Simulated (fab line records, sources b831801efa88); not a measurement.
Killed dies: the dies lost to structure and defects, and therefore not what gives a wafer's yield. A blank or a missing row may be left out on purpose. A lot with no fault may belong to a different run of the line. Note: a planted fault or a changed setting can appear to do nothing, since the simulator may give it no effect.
2 desks looking at one fault    flow sky130    only its own numbers are on each desk; what lay behind them is given at the end

== THE METROLOGY DESK ==
What the gauges read for every lot (on any tool): the sampled wafers with a number, averaged. The brackets show how far a lot's mean lies from the usual mean; more than 4 standard deviations puts the lot out of limits, marked OUT.
Columns: A = VIA1_W_THK at SKY_VIA1_THK_MEAS_23, usual 273 nm
lot   first seen here  A
L625  day 33 23:55     273
L626  day 34 11:02     274
L631  day 36 02:26     270
L632  day 36 10:07     274
L634  day 37 12:35     269
L635  day 37 14:37     266
L636  day 38 06:16     277
L642  day 39 17:56     274
L644  day 40 03:43     270
L645  day 41 01:45     275
L646  day 41 03:17     277
L647  day 41 16:59     275
This desk's finding: nothing out of limits on any of the 12 lots.

== THE TOOL OWNER'S DESK: pvd sputter-04 ==
The tool's own readings at SKY_METAL2_SPUTTER_03 (material Ti, target thk 5 nm, time 3.3 s): means of the sampled wafers that have a number, for each lot that ran on this tool. The brackets show how far a lot's mean lies from the usual mean; more than 4 standard deviations puts the lot out of limits, marked OUT.
Columns: A = chamber pressure pa at SKY_METAL2_SPUTTER_03, usual 0.4000 Pa; B = throttle valve pct at SKY_METAL2_SPUTTER_03, usual 29.8 %
lot   first seen here  A                         B
L625  day 34 00:19     0.3998                    29.9
L632  day 36 10:33     0.3993                    29.9
L634  day 37 13:01     0.2982 (-99 or more) OUT  34.8 (+5.0) OUT
L635  day 37 15:01     0.2975 (-99 or more) OUT  33.9 (+4.1) OUT
L645  day 41 02:10     0.4000                    29.0
This desk's verdict: out of limits on L634, L635, starting with L634 at day 37 13:01 (chamber pressure pa at SKY_METAL2_SPUTTER_03). L625, L632, L645: within limits.

== ALL TOGETHER ==
An alarm could have come from the tool owner's desk at day 37 13:01, on L634, L635.
Nothing out of limits was seen by the metrology desk.
The metrology desk has L634, L635 on record, within its limits.
All the named lots went through SKY_METAL2_SPUTTER_03 on pvd sputter-04.

== WHAT THE SIMULATOR HAD PUT IN ==
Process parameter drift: pvd sputter-04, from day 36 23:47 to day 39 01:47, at SKY_METAL2_SPUTTER_03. A move of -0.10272 in setting chamber pressure pa, from 0.4. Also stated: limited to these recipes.
Struck lots among those shown: L634, L635.
How many hours passed from the start of the fault until each desk's first out-of-limits reading: the tool owner's desk, 13.
